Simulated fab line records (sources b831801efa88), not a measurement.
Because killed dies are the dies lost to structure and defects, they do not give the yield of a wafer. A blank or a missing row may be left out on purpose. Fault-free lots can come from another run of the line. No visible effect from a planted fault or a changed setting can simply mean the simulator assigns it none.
Which tool did it? -- flow gf180mcu -- Sampling: 13 lots, 39 wafers, 6 of 602 route steps

WHAT THE GAUGES SHOWED, per wafer
GF_HV_LDD_TW_MEAS_50. Usual: for HV_LDD_4_TW the level is 565 and the standard deviation is 6.5.
lot,measured,on,HV_LDD_4_TW,flag
L406,day 12 15:47,film metro-04,563 562 562,
L407,day 12 22:11,film metro-04,563 560 562,
L409,day 13 17:23,film metro-02,572 569 573,
L410,day 13 23:17,film metro-04,565 561 563,
L411,day 14 08:38,film metro-01,561 562 555,
L415,day 15 20:51,film metro-01,563 559 562,
L416,day 16 04:11,film metro-02,574 573 573,
L418,day 16 15:53,film metro-01,562 561 566,
L420,day 17 08:06,film metro-02,572 574 578,
L423,day 18 06:52,film metro-02,572 569 571,
L425,day 19 05:05,film metro-02,572 573 570,
L427,day 19 16:12,film metro-04,556 557 557,
L428,day 19 23:42,film metro-04,555 557 556,

GF_PSD_RS_MEAS_14: uses a four-point probe to measure. Usual: for NSD_RS the level is 46.08 ohm/sq and the standard deviation is 0.096.
lot,measured,on,NSD_RS (ohm/sq),flag
L406,day 14 12:02,film metro-03,46.10 46.15 46.14,
L407,day 14 19:47,film metro-03,46.00 46.03 46.13,
L409,day 15 15:35,film metro-01,45.99 46.12 46.00,
L410,day 15 21:11,film metro-01,46.10 46.12 46.06,
L411,day 16 08:22,film metro-02,46.23 46.11 46.17,
L415,day 17 23:42,film metro-03,45.99 45.99 45.86,
L416,day 18 06:31,film metro-01,42.54 42.45 42.51,OFF
L418,day 18 19:29,film metro-01,42.39 42.39 42.39,OFF
L420,day 19 11:52,film metro-02,42.48 42.58 42.38,OFF
L423,day 20 11:04,film metro-01,46.10 46.05 45.98,
L425,day 21 08:49,film metro-01,45.87 46.01 46.07,
L427,day 21 19:37,film metro-01,46.15 46.05 45.97,
L428,day 22 03:16,film metro-03,46.24 46.07 46.17,

GF_PSD_RS_MEAS_15: uses a four-point probe to measure. Usual: for PSD_RS the level is 108.5 ohm/sq and the standard deviation is 0.32.
lot,measured,on,PSD_RS (ohm/sq),flag
L406,day 14 12:10,film metro-03,108.5 108.4 108.7,
L407,day 14 19:55,film metro-03,108.4 108.8 108.3,
L409,day 15 15:42,film metro-01,108.5 109.1 108.0,
L410,day 15 21:18,film metro-01,108.5 108.5 108.5,
L411,day 16 08:29,film metro-02,108.6 108.8 108.5,
L415,day 17 23:49,film metro-03,107.9 108.3 108.0,
L416,day 18 06:38,film metro-01,98.4 98.1 98.5,OFF
L418,day 18 19:36,film metro-01,98.4 98.2 98.2,OFF
L420,day 19 11:59,film metro-02,98.0 98.6 98.1,OFF
L423,day 20 11:11,film metro-01,108.8 108.4 108.9,
L425,day 21 08:56,film metro-01,108.1 108.0 108.3,
L427,day 21 19:44,film metro-01,108.7 108.6 108.7,
L428,day 22 03:23,film metro-03,108.5 108.3 108.6,

GF_CONTACT_OVL_MEAS_15. Usual: for CONTACT_OVL the level is -4 nm and the standard deviation is 5.6.
lot,measured,on,CONTACT_OVL (nm),flag
L406,day 16 09:08,overlay-02,-4 -6 -6,
L407,day 16 18:09,overlay-02,-6 -4 -1,
L409,day 17 14:28,overlay-02,-3 3 -9,
L410,day 17 20:37,overlay-01,-6 -5 -7,
L411,day 18 08:11,overlay-02,11 12 14,
L415,day 20 01:30,overlay-01,-13 -4 -12,
L416,day 20 09:12,overlay-02,-15 -11 -11,
L418,day 20 21:36,overlay-01,-9 -2 -5,
L420,day 21 14:24,overlay-02,-2 0 0,
L423,day 22 12:21,overlay-02,-1 -2 -2,
L425,day 23 10:00,overlay-01,-4 -5 -3,
L427,day 23 20:33,overlay-01,-4 -2 -5,
L428,day 24 02:56,overlay-02,-7 -12 -12,

EACH LOT AND THE TOOL THAT RAN IT (in order: tool; ch and the chambers of the sampled wafers; start)
lot,GF_NSD_STRIP_11,GF_PSD_RTA_13
L406,"plasma asher-01 ch 0,1, day 13 14:51","rtp anneal-01 ch 0, day 14 11:57"
L407,"plasma asher-04 ch 0,1, day 13 22:11","rtp anneal-01 ch 0, day 14 19:43"
L409,"plasma asher-04 ch 0,1, day 14 17:51","rtp anneal-01 ch 0, day 15 15:30"
L410,"plasma asher-01 ch 0,1, day 14 23:05","rtp anneal-02 ch 0, day 15 21:06"
L411,"plasma asher-01 ch 0,1, day 15 09:32","rtp anneal-02 ch 0, day 16 08:17"
L415,"plasma asher-03 ch 0, day 16 23:53","rtp anneal-01 ch 0, day 17 23:37"
L416,"plasma asher-01 ch 0,1, day 17 06:44","rtp anneal-02 ch 0, day 18 06:25"
L418,"plasma asher-01 ch 0,1, day 17 19:14","rtp anneal-02 ch 0, day 18 19:23"
L420,"plasma asher-04 ch 1, day 18 11:36","rtp anneal-02 ch 0, day 19 11:47"
L423,"plasma asher-01 ch 0,1, day 19 10:32","rtp anneal-01 ch 0, day 20 10:59"
L425,"plasma asher-03 ch 0,1, day 20 08:26","rtp anneal-01 ch 0, day 21 08:44"
L427,"plasma asher-01 ch 0,1, day 20 19:35","rtp anneal-02 ch 0, day 21 19:31"
L428,"plasma asher-01 ch 0,1, day 21 02:38","rtp anneal-02 ch 0, day 22 03:11"
- GF_NSD_STRIP_11: strips in O2/N2.
- GF_PSD_RTA_13: time 20 s.

AS READ BY THE TOOLS THEMSELVES (means over the sampled wafers that have a number; for cases with no such wafer, the mark the record gives instead)
GF_NSD_STRIP_11. Usual: drypump motor current A 5.7 A, standard deviation 0.74; heater power w 340 W, standard deviation 52; o2 flow sccm 3000 sccm, standard deviation 9.7; oes product au 0.487 a.u., standard deviation 0.0051; strip time to endpoint s 22.97 s, standard deviation 0.04.
lot,tool,drypump motor current A (A),heater power w (W),o2 flow sccm (sccm),oes product au (a.u.),strip time to endpoint s (s),flag
L406,plasma asher-01,6.0,379,3006,0.488,22.99,
L407,plasma asher-04,5.6,334,3013,0.482,22.92,
L409,plasma asher-04,5.6,334,3012,0.489,23.02,
L410,plasma asher-01,5.9,386,3009,0.487,22.93,
L411,plasma asher-01,5.3,353,3002,0.487,22.94,
L415,plasma asher-03,6.0,264,2990,0.482,22.95,
L416,plasma asher-01,5.9,379,2996,0.483,22.95,
L418,plasma asher-01,5.3,347,2989,0.490,22.91,
L420,plasma asher-04,6.1,388,2999,0.487,22.93,
L423,plasma asher-01,5.3,338,2990,0.485,23.02,
L425,plasma asher-03,6.0,278,3000,0.489,22.94,
L427,plasma asher-01,5.9,367,2994,0.486,22.96,
L428,plasma asher-01,6.0,363,3010,0.488,23.03,

GF_PSD_RTA_13. Usual: lamp power pct 34 %, standard deviation 4.3; wafer_temp_C_max 1030.4, standard deviation 1.9.
lot,tool,lamp power pct (%),wafer_temp_C_max,flag
L406,rtp anneal-01,29,1028.7,
L407,rtp anneal-01,29,1029.6,
L409,rtp anneal-01,29,1028.2,
L410,rtp anneal-02,37,1032.3,
L411,rtp anneal-02,37,1031.2,
L415,rtp anneal-01,29,1028.5,
L416,rtp anneal-02,40,1032.0,
L418,rtp anneal-02,40,1032.0,
L420,rtp anneal-02,40,1033.3,
L423,rtp anneal-01,29,1028.7,
L425,rtp anneal-01,29,1029.5,
L427,rtp anneal-02,37,1032.1,
L428,rtp anneal-02,37,1032.3,

THE ANSWER, worked out from the rows above alone
Rule: lot off if the mean of its wafers having a number is beyond 3 standard deviations from the usual mean. Also off: a lot with no number at a reading for which 4 or more lots have one. Where the step has rows for the other lots, those lots are counted as sound. Order of review: gauges by route order, followed by the tools' own readings, for which a lot's mean as printed above is used. At the first step where some lot is off, the reading lying furthest off is the one used; lots without a number count as furthest.
Off: L416, L418, L420, seen at GF_PSD_RS_MEAS_14 (NSD_RS).
A tool fits if, at a process step before that reading, it ran every lot that is off, and no sound lot after the first of them. The gauges at GF_PSD_RS_MEAS_14 are tried like those tools. Of those tried, none fits.

WHAT WAS PUT IN BY THE SIMULATOR
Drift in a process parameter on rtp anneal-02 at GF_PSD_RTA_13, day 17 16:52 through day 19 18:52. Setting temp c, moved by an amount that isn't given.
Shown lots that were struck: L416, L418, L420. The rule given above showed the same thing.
